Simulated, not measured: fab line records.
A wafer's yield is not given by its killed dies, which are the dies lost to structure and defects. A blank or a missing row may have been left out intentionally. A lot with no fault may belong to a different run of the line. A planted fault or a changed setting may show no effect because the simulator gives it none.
Which tool did it? || flow gf180mcu || 11 lots with 31 wafers sampled at 7 steps, on a route of 602 steps

== WHAT EACH GAUGE READ, for each wafer ==
GF_M3_OVL_MEAS_15. Usual: M3_OVL 2 nm, standard deviation 4.9.
{"lot": "L701", "measured": "day 21 05:26", "on": "overlay-01", "M3_OVL (nm)": "-4 -3 -13", "flag": ""}
{"lot": "L702", "measured": "day 21 17:29", "on": "overlay-01", "M3_OVL (nm)": "5 -3 -4", "flag": ""}
{"lot": "L704", "measured": "day 23 10:21", "on": "overlay-02", "M3_OVL (nm)": "2 8 3", "flag": ""}
{"lot": "L707", "measured": "day 23 14:19", "on": "overlay-02", "M3_OVL (nm)": "8 6 5", "flag": ""}
{"lot": "L712", "measured": "day 25 10:04", "on": "overlay-01", "M3_OVL (nm)": "4 4 9", "flag": ""}
{"lot": "L713", "measured": "day 25 12:47", "on": "overlay-02", "M3_OVL (nm)": "7 -1 12", "flag": ""}
{"lot": "L715", "measured": "day 26 09:23", "on": "overlay-01", "M3_OVL (nm)": "2 -3 9", "flag": ""}
{"lot": "L716", "measured": "day 26 12:40", "on": "overlay-02", "M3_OVL (nm)": "-7 -1 -4", "flag": ""}
{"lot": "L721", "measured": "day 28 05:44", "on": "overlay-02", "M3_OVL (nm)": "3 -9", "flag": ""}
{"lot": "L722", "measured": "day 28 09:01", "on": "overlay-01", "M3_OVL (nm)": "5 1", "flag": ""}
{"lot": "L723", "measured": "day 28 09:23", "on": "overlay-02", "M3_OVL (nm)": "3 5 6", "flag": ""}

GF_V3_RS_MEAS_24: measurement is done with a four-point probe. Usual: V3_W_RS 0.3291 ohm/sq, standard deviation 0.0027.
{"lot": "L701", "measured": "day 22 07:07", "on": "filmMetro-01", "V3_W_RS (ohm/sq)": "0.3305 0.3278 0.3264", "flag": ""}
{"lot": "L702", "measured": "day 22 19:08", "on": "filmMetro-01", "V3_W_RS (ohm/sq)": "0.3265 0.3260 0.3279", "flag": ""}
{"lot": "L704", "measured": "day 24 07:32", "on": "filmMetro-01", "V3_W_RS (ohm/sq)": "0.3289 0.3270 0.3238", "flag": ""}
{"lot": "L707", "measured": "day 24 13:07", "on": "filmMetro-04", "V3_W_RS (ohm/sq)": "0.3314 0.3329 0.3317", "flag": ""}
{"lot": "L712", "measured": "day 26 09:08", "on": "filmMetro-04", "V3_W_RS (ohm/sq)": "0.3288 0.3344 0.3323", "flag": ""}
{"lot": "L713", "measured": "day 26 12:20", "on": "filmMetro-01", "V3_W_RS (ohm/sq)": "0.3242 0.3296 0.3282", "flag": ""}
{"lot": "L715", "measured": "day 27 08:24", "on": "filmMetro-04", "V3_W_RS (ohm/sq)": "0.3275 0.3269 0.3276", "flag": ""}
{"lot": "L716", "measured": "day 27 11:35", "on": "filmMetro-01", "V3_W_RS (ohm/sq)": "0.3311 0.3355 0.2484", "flag": "OFF"}
{"lot": "L721", "measured": "day 29 04:11", "on": "filmMetro-01", "V3_W_RS (ohm/sq)": "0.3256 0.2435", "flag": "OFF"}
{"lot": "L722", "measured": "day 29 06:30", "on": "filmMetro-01", "V3_W_RS (ohm/sq)": "0.3224 0.2426", "flag": "OFF"}
{"lot": "L723", "measured": "day 29 06:50", "on": "filmMetro-02", "V3_W_RS (ohm/sq)": "0.3312 0.3298 0.3280", "flag": ""}

GF_V3_THK_MEAS_25: measures by xrf. Usual: V3_W_THK 344 nm, standard deviation 3.6.
{"lot": "L701", "measured": "day 22 07:12", "on": "filmMetro-01", "V3_W_THK (nm)": "340 345 346", "flag": ""}
{"lot": "L702", "measured": "day 22 19:14", "on": "filmMetro-01", "V3_W_THK (nm)": "344 346 344", "flag": ""}
{"lot": "L704", "measured": "day 24 07:39", "on": "filmMetro-01", "V3_W_THK (nm)": "345 345 349", "flag": ""}
{"lot": "L707", "measured": "day 24 13:14", "on": "filmMetro-04", "V3_W_THK (nm)": "345 344 349", "flag": ""}
{"lot": "L712", "measured": "day 26 09:16", "on": "filmMetro-04", "V3_W_THK (nm)": "351 344 347", "flag": ""}
{"lot": "L713", "measured": "day 26 12:27", "on": "filmMetro-01", "V3_W_THK (nm)": "348 343 344", "flag": ""}
{"lot": "L715", "measured": "day 27 08:31", "on": "filmMetro-04", "V3_W_THK (nm)": "347 350 349", "flag": ""}
{"lot": "L716", "measured": "day 27 11:42", "on": "filmMetro-01", "V3_W_THK (nm)": "340 333 448", "flag": "OFF"}
{"lot": "L721", "measured": "day 29 04:17", "on": "filmMetro-01", "V3_W_THK (nm)": "349 462", "flag": "OFF"}
{"lot": "L722", "measured": "day 29 06:37", "on": "filmMetro-01", "V3_W_THK (nm)": "351 465", "flag": "OFF"}
{"lot": "L723", "measured": "day 29 06:57", "on": "filmMetro-02", "V3_W_THK (nm)": "342 344 347", "flag": ""}

GF_V4_THK_MEAS_01. Usual: V4_CVD_00_THK 598 nm, standard deviation 4.7.
{"lot": "L701", "measured": "day 23 13:55", "on": "filmMetro-04", "V4_CVD_00_THK (nm)": "597 593 591", "flag": ""}
{"lot": "L702", "measured": "day 23 17:11", "on": "filmMetro-01", "V4_CVD_00_THK (nm)": "603 599 600", "flag": ""}
{"lot": "L704", "measured": "day 25 07:05", "on": "filmMetro-03", "V4_CVD_00_THK (nm)": "602 595 606", "flag": ""}
{"lot": "L707", "measured": "day 25 12:42", "on": "filmMetro-04", "V4_CVD_00_THK (nm)": "596 606 591", "flag": ""}
{"lot": "L712", "measured": "day 27 07:14", "on": "filmMetro-01", "V4_CVD_00_THK (nm)": "594 596 594", "flag": ""}
{"lot": "L713", "measured": "day 27 10:26", "on": "filmMetro-03", "V4_CVD_00_THK (nm)": "601 594 601", "flag": ""}
{"lot": "L715", "measured": "day 28 06:08", "on": "filmMetro-03", "V4_CVD_00_THK (nm)": "592 596 592", "flag": ""}
{"lot": "L716", "measured": "day 28 09:25", "on": "filmMetro-01", "V4_CVD_00_THK (nm)": "603 598 598", "flag": ""}
{"lot": "L721", "measured": "day 29 23:47", "on": "filmMetro-03", "V4_CVD_00_THK (nm)": "601 608", "flag": ""}
{"lot": "L722", "measured": "day 30 02:39", "on": "filmMetro-04", "V4_CVD_00_THK (nm)": "597 600", "flag": ""}
{"lot": "L723", "measured": "day 30 03:15", "on": "filmMetro-01", "V4_CVD_00_THK (nm)": "596 604 596", "flag": ""}

== TOOL THAT RAN EACH LOT (tool first, then ch and the chambers of the sampled wafers, then the start) ==
{"lot": "L701", "GF_V2_CMP_26": "cmp-01 ch 0,1, day 20 05:18", "GF_V3_CVD_23": "cvdW-01 ch 0,1, day 22 06:58", "GF_V3_CMP_26": "cmp-01 ch 0,1,3, day 22 07:20"}
{"lot": "L702", "GF_V2_CMP_26": "cmp-02 ch 1,2,3, day 20 16:58", "GF_V3_CVD_23": "cvdW-01 ch 0,1, day 22 19:01", "GF_V3_CMP_26": "cmp-02 ch 0,3, day 22 19:26"}
{"lot": "L704", "GF_V2_CMP_26": "cmp-01 ch 0,1, day 21 23:25", "GF_V3_CVD_23": "cvdW-01 ch 1, day 24 07:25", "GF_V3_CMP_26": "cmp-02 ch 1,3, day 24 07:43"}
{"lot": "L707", "GF_V2_CMP_26": "cmp-01 ch 0,2,3, day 22 11:34", "GF_V3_CVD_23": "cvdW-01 ch 0,1, day 24 13:01", "GF_V3_CMP_26": "cmp-02 ch 0,2,3, day 24 13:18"}
{"lot": "L712", "GF_V2_CMP_26": "cmp-01 ch 2,3, day 24 11:45", "GF_V3_CVD_23": "cvdW-01 ch 0,1, day 26 09:02", "GF_V3_CMP_26": "cmp-01 ch 0,3, day 26 09:19"}
{"lot": "L713", "GF_V2_CMP_26": "cmp-02 ch 0,1,2, day 24 14:17", "GF_V3_CVD_23": "cvdW-01 ch 0,1, day 26 12:13", "GF_V3_CMP_26": "cmp-01 ch 0,1,2, day 26 12:31"}
{"lot": "L715", "GF_V2_CMP_26": "cmp-01 ch 1,2, day 25 11:42", "GF_V3_CVD_23": "cvdW-02 ch 1, day 27 08:17", "GF_V3_CMP_26": "cmp-01 ch 1,2,3, day 27 08:41"}
{"lot": "L716", "GF_V2_CMP_26": "cmp-02 ch 0,2,3, day 25 14:50", "GF_V3_CVD_23": "cvdW-01 ch 0,1, day 27 11:28", "GF_V3_CMP_26": "cmp-01 ch 0,1,3, day 27 11:49"}
{"lot": "L721", "GF_V2_CMP_26": "cmp-01 ch 0,2, day 27 09:22", "GF_V3_CVD_23": "cvdW-01 ch 0, day 29 04:03", "GF_V3_CMP_26": "cmp-01 ch 1,3, day 29 04:25"}
{"lot": "L722", "GF_V2_CMP_26": "cmp-01 ch 2, day 27 12:25", "GF_V3_CVD_23": "cvdW-01 ch 0, day 29 06:22", "GF_V3_CMP_26": "cmp-01 ch 1,2, day 29 06:40"}
{"lot": "L723", "GF_V2_CMP_26": "cmp-02 ch 1,2,3, day 27 13:26", "GF_V3_CVD_23": "cvdW-02 ch 0,1, day 29 06:43", "GF_V3_CMP_26": "cmp-02 ch 0,1, day 29 07:01"}
- GF_V2_CMP_26: polishes, stops on SiO2, t overpolish 15 s, target thk 0 nm.
- GF_V3_CVD_23: deposits W, target thk 350 nm, time 104.9 s.
- GF_V3_CMP_26: polishes, stops on SiO2, t overpolish 15 s, target thk 0 nm.

== WHAT THE TOOLS THEMSELVES READ (means of the sampled wafers that have a number; where no wafer has one, the mark that the record gives instead) ==
GF_V2_CMP_26. Usual: motorCurrentA 11.2 A, standard deviation 0.62; overpolishRunS 15.001 s, standard deviation 0.0091; slurryFilterDpKPa 13.50 kPa, standard deviation 0.12; slurryFlowMlMin 150.0, standard deviation 0.42; timeToEndpointS 86 s, standard deviation 3.3.
{"lot": "L701", "tool": "cmp-01", "motorCurrentA (A)": 11.0, "overpolishRunS (s)": 15.005, "slurryFilterDpKPa (kPa)": 13.53, "slurryFlowMlMin": 150.0, "timeToEndpointS (s)": 83, "flag": ""}
{"lot": "L702", "tool": "cmp-02", "motorCurrentA (A)": 10.9, "overpolishRunS (s)": 15.000, "slurryFilterDpKPa (kPa)": 13.59, "slurryFlowMlMin": 149.9, "timeToEndpointS (s)": 85, "flag": ""}
{"lot": "L704", "tool": "cmp-01", "motorCurrentA (A)": 10.8, "overpolishRunS (s)": 14.992, "slurryFilterDpKPa (kPa)": 13.54, "slurryFlowMlMin": 149.6, "timeToEndpointS (s)": 83, "flag": ""}
{"lot": "L707", "tool": "cmp-01", "motorCurrentA (A)": 11.3, "overpolishRunS (s)": 15.005, "slurryFilterDpKPa (kPa)": 13.48, "slurryFlowMlMin": 149.8, "timeToEndpointS (s)": 85, "flag": ""}
{"lot": "L712", "tool": "cmp-01", "motorCurrentA (A)": 10.8, "overpolishRunS (s)": 15.008, "slurryFilterDpKPa (kPa)": 13.51, "slurryFlowMlMin": 150.0, "timeToEndpointS (s)": 88, "flag": ""}
{"lot": "L713", "tool": "cmp-02", "motorCurrentA (A)": 11.4, "overpolishRunS (s)": 15.002, "slurryFilterDpKPa (kPa)": 13.49, "slurryFlowMlMin": 149.7, "timeToEndpointS (s)": 86, "flag": ""}
{"lot": "L715", "tool": "cmp-01", "motorCurrentA (A)": 11.4, "overpolishRunS (s)": 15.002, "slurryFilterDpKPa (kPa)": 13.53, "slurryFlowMlMin": 149.8, "timeToEndpointS (s)": 91, "flag": ""}
{"lot": "L716", "tool": "cmp-02", "motorCurrentA (A)": 11.3, "overpolishRunS (s)": 14.998, "slurryFilterDpKPa (kPa)": 13.45, "slurryFlowMlMin": 150.0, "timeToEndpointS (s)": 85, "flag": ""}
{"lot": "L721", "tool": "cmp-01", "motorCurrentA (A)": 11.4, "overpolishRunS (s)": 14.995, "slurryFilterDpKPa (kPa)": 13.46, "slurryFlowMlMin": 149.9, "timeToEndpointS (s)": 88, "flag": ""}
{"lot": "L722", "tool": "cmp-01", "motorCurrentA (A)": 11.9, "overpolishRunS (s)": 15.002, "slurryFilterDpKPa (kPa)": 13.43, "slurryFlowMlMin": 150.5, "timeToEndpointS (s)": 85, "flag": ""}
{"lot": "L723", "tool": "cmp-02", "motorCurrentA (A)": 11.2, "overpolishRunS (s)": 15.001, "slurryFilterDpKPa (kPa)": 13.48, "slurryFlowMlMin": 150.0, "timeToEndpointS (s)": 80, "flag": ""}

GF_V3_CVD_23. Usual: heaterPowerW 866 W, standard deviation 32.
{"lot": "L701", "tool": "cvdW-01", "heaterPowerW (W)": 841, "flag": ""}
{"lot": "L702", "tool": "cvdW-01", "heaterPowerW (W)": 858, "flag": ""}
{"lot": "L704", "tool": "cvdW-01", "heaterPowerW (W)": 850, "flag": ""}
{"lot": "L707", "tool": "cvdW-01", "heaterPowerW (W)": 843, "flag": ""}
{"lot": "L712", "tool": "cvdW-01", "heaterPowerW (W)": 843, "flag": ""}
{"lot": "L713", "tool": "cvdW-01", "heaterPowerW (W)": 851, "flag": ""}
{"lot": "L715", "tool": "cvdW-02", "heaterPowerW (W)": 908, "flag": ""}
{"lot": "L716", "tool": "cvdW-01", "heaterPowerW (W)": 855, "flag": ""}
{"lot": "L721", "tool": "cvdW-01", "heaterPowerW (W)": 836, "flag": ""}
{"lot": "L722", "tool": "cvdW-01", "heaterPowerW (W)": 834, "flag": ""}
{"lot": "L723", "tool": "cvdW-02", "heaterPowerW (W)": 910, "flag": ""}

GF_V3_CMP_26. Usual: motorCurrentA 11.2 A, standard deviation 0.62; slurryFilterDpKPa 13.51 kPa, standard deviation 0.14; slurryFlowMlMin 150.0, standard deviation 0.46; timeToEndpointS 85.5 s, standard deviation 2.7.
{"lot": "L701", "tool": "cmp-01", "motorCurrentA (A)": 11.1, "slurryFilterDpKPa (kPa)": 13.47, "slurryFlowMlMin": 150.0, "timeToEndpointS (s)": 82.3, "flag": ""}
{"lot": "L702", "tool": "cmp-02", "motorCurrentA (A)": 11.4, "slurryFilterDpKPa (kPa)": 13.47, "slurryFlowMlMin": 150.0, "timeToEndpointS (s)": 85.0, "flag": ""}
{"lot": "L704", "tool": "cmp-02", "motorCurrentA (A)": 10.9, "slurryFilterDpKPa (kPa)": 13.52, "slurryFlowMlMin": 149.6, "timeToEndpointS (s)": 87.9, "flag": ""}
{"lot": "L707", "tool": "cmp-02", "motorCurrentA (A)": 11.4, "slurryFilterDpKPa (kPa)": 13.58, "slurryFlowMlMin": 150.0, "timeToEndpointS (s)": 87.5, "flag": ""}
{"lot": "L712", "tool": "cmp-01", "motorCurrentA (A)": 10.7, "slurryFilterDpKPa (kPa)": 13.52, "slurryFlowMlMin": 150.3, "timeToEndpointS (s)": 86.5, "flag": ""}
{"lot": "L713", "tool": "cmp-01", "motorCurrentA (A)": 10.9, "slurryFilterDpKPa (kPa)": 13.55, "slurryFlowMlMin": 150.4, "timeToEndpointS (s)": 88.8, "flag": ""}
{"lot": "L715", "tool": "cmp-01", "motorCurrentA (A)": 11.4, "slurryFilterDpKPa (kPa)": 13.39, "slurryFlowMlMin": 149.7, "timeToEndpointS (s)": 89.4, "flag": ""}
{"lot": "L716", "tool": "cmp-01", "motorCurrentA (A)": 11.2, "slurryFilterDpKPa (kPa)": 13.46, "slurryFlowMlMin": 149.9, "timeToEndpointS (s)": 98.4, "flag": "OFF"}
{"lot": "L721", "tool": "cmp-01", "motorCurrentA (A)": 11.1, "slurryFilterDpKPa (kPa)": 13.57, "slurryFlowMlMin": 150.6, "timeToEndpointS (s)": 102.9, "flag": "OFF"}
{"lot": "L722", "tool": "cmp-01", "motorCurrentA (A)": 11.8, "slurryFilterDpKPa (kPa)": 13.34, "slurryFlowMlMin": 149.8, "timeToEndpointS (s)": 99.2, "flag": "OFF"}
{"lot": "L723", "tool": "cmp-02", "motorCurrentA (A)": 12.4, "slurryFilterDpKPa (kPa)": 13.56, "slurryFlowMlMin": 150.3, "timeToEndpointS (s)": 85.5, "flag": ""}

== THE ANSWER, worked out from the rows above alone ==
Rule: lot off if the mean of its wafers having a number is beyond 3 standard deviations from the usual mean. Also off: a lot with no number at a reading for which 4 or more lots have one. All remaining lots with rows at the step are treated as sound. Order of review: gauges by route order, followed by the tools' own readings, for which a lot's mean as printed above is used. At the first step where some lot is off, the reading lying furthest off is the one used; lots without a number count as furthest.
Off: at GF_V3_RS_MEAS_24 (V3_W_RS), L716, L721, L722.
If a tool, at a process step before that reading, ran all the lots that are off and no sound lot after the first of them, it fits. Not tried: the gauges at GF_V3_RS_MEAS_24; whatever is off there is also off at GF_V3_CMP_26, on other tools, and gauge error can't account for it. One fits: cvdW-01 at GF_V3_CVD_23. Its last sound lot is L713 (day 26 12:13), its first lot that is off L716 (day 27 11:28): a fault that began between those two fits.

== WHAT THE SIMULATOR PUT IN ==
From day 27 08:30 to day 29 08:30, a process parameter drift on cvdW-01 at GF_V3_CVD_23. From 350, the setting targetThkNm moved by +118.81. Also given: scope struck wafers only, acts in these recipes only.
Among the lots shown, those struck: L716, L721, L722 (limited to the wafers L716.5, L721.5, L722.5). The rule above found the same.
